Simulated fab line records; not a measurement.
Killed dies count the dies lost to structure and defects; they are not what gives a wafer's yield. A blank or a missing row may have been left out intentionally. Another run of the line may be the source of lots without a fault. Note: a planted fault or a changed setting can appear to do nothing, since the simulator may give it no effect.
Lot-split experiment	flow sfq line	23 wafers read across 5 lots, on a route 325 steps long

== ON THE SPLIT ==
At SFQ_TRILAYER_I7_VIA_LITHO_COAT_192 (resist thk 62 nm), the setting spin rpm was moved away from the recipe's 3000 rpm on 7 of the 23 wafers read, by -6.1% to -2.5%. The other wafers ran this setting at the recipe's value.

Reading taken at the split's own step.

== THE READING ==
BARC_of_TRILAYER_I7_VIA_LITHO_COAT_192.thk nm (the simulator's own value, which no gauge read), in nm, at SFQ_TRILAYER_I7_VIA_LITHO_COAT_192 (resist thk 62 nm). There is no usual value for it anywhere in the file. Across the 16 wafers here that went through the recipe, the average is 61.79 nm and the standard deviation 0.16 nm.

wafer	tool, chamber at the split	spin rpm as run, rpm	against the recipe	BARC_of_TRILAYER_I7_VIA_LITHO_COAT_192.thk nm, nm	against lot-mates on the recipe
L074.1	litho track-03, 0	3000	recipe	62.02	-
L074.2	litho track-03, 0	3000	recipe	62.08	-
L074.6	litho track-03, 0	3000	recipe	62.01	-
L075.1	litho track-04, 0	3000	recipe	61.85	-
L075.3	litho track-04, 0	3000	recipe	61.85	-
L075.2	litho track-04, 0	2818	-6.1%	63.8	+1.95
L075.5	litho track-04, 0	2818	-6.1%	63.83	+1.98
L075.6	litho track-04, 0	2818	-6.1%	63.64	+1.79
L077.1	litho track-01, 0	3000	recipe	61.61	-
L077.2	litho track-01, 0	2830	-5.7%	63.55	+1.82
L077.4	litho track-01, 0	3000	recipe	61.79	-
L077.5	litho track-01, 0	2830	-5.7%	63.57	+1.84
L077.6	litho track-01, 0	3000	recipe	61.78	-
L078.1	litho track-04, 0	2926	-2.5%	62.41	+0.74
L078.2	litho track-04, 0	3000	recipe	61.69	-
L078.3	litho track-04, 0	3000	recipe	61.57	-
L078.4	litho track-04, 0	2926	-2.5%	62.5	+0.83
L078.5	litho track-04, 0	3000	recipe	61.76	-
L080.1	litho track-04, 0	3000	recipe	61.63	-
L080.2	litho track-04, 0	3000	recipe	61.86	-
L080.4	litho track-04, 0	3000	recipe	61.93	-
L080.5	litho track-04, 0	3000	recipe	61.7	-
L080.6	litho track-04, 0	3000	recipe	61.58	-

FIT RESULTS
A straight line over all 23 wafers: BARC_of_TRILAYER_I7_VIA_LITHO_COAT_192.thk nm changes by -0.317 nm for each +1% of spin rpm; r = -0.98; the points scatter about the line by 0.15 nm.
The same after taking each lot's own level away (the mean of its wafers on the recipe; 23 wafers): -0.318 nm for each +1%; r = -0.99; scatter 0.087 nm.
Per that fit: largest spin rpm move, reading shift of 1.9 nm.
Measured against the standard deviation above, the lots' own levels, which go from 61.673 to 62.037 nm, span 2.3 times it.
The two slopes agree, so the slope changes little with the lot-to-lot level.
Check: for one of the wafers moved furthest among these (-6.1%), held out of the fit, the line's prediction against its lot-mates is +1.92 nm. Against them it came out at +1.95 nm.

== OTHER SPLITS APPLIED TO THESE WAFERS ==
Other splits were also applied to these wafers ahead of the reading. Each is held against what the fit with the lots' levels taken away leaves over:
other split on the same wafers	wafers away from the commonest value	r with BARC_of_TRILAYER_I7_VIA_LITHO_COAT_192.thk nm (lot level and that fit taken away)
SFQ_TRILAYER_C5_BARC_OPEN_VIA_ETCH_210 time s	3	-0.13
SFQ_TRILAYER_M6_LITHO_EXPOSE_160 dose mj	5	-0.16
SFQ_TRILAYER_I6_VIA_LITHO_COAT_174 spin rpm	4	+0.40
SFQ_TRILAYER_I6_VIA_LITHO_PEB_172 peb temp c	10	+0.15

== THE FILE'S OWN FIT ==
BARC_of_TRILAYER_I7_VIA_LITHO_COAT_192.thk nm changes by -0.318 nm for each +1% of spin rpm, r = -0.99.
